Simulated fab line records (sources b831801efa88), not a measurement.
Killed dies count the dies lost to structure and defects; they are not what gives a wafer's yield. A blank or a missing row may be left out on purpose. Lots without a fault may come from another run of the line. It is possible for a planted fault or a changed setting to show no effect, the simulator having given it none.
Matching of chambers    flow gf180mcu    GF_PASSIVATION_CVD_02 on pecvd-03 has 3 sister chambers
The step deposits Si3N4, target thk 700 nm, time 486.18 s. 3 wafers are shown with their chamber, then 7 later ones without.

## WAFERS PAIRED WITH THEIR CHAMBERS
wafer   chamber  heater power w (W)
L551.1  0        625
L563.1  1        809
L563.2  2        868

## WAFERS WHOSE CHAMBER IS MISSING
wafer   heater power w (W)
L563.3  518
L565.3  731
L565.5  865
L565.6  794
L568.1  752
L568.3  643
L568.6  856

## WHICH CHAMBER EACH WENT THROUGH
wafer   from the rows above           in truth
L563.3  0                             0
L565.3  can't be placed: 1 or 0 or 2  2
L565.5  can't be placed: 2 or 1       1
L565.6  can't be placed: 1 or 2       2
L568.1  can't be placed: 1 or 2 or 0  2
L568.3  0                             0
L568.6  can't be placed: 2 or 1       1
Correct placement for 2 of the 7. Unplaceable from these rows: 5, with the true chamber sitting among the candidates in 5. Wrongly placed: 0.
How it was worked out, from the rows above alone: a wafer's distance from a chamber is the root of the sum, over the readings, of the square of ((its reading less the chamber's mean) divided by the reading's scatter). If the next closest chamber is less than 2 further off than the closest, the wafer can't be placed; otherwise it belongs to the closest. Each chamber's mean is taken over the wafers shown for it. The scatter: with one shown wafer a chamber, the root of the mean of the squares of how far each hidden wafer lies from its nearest shown one.
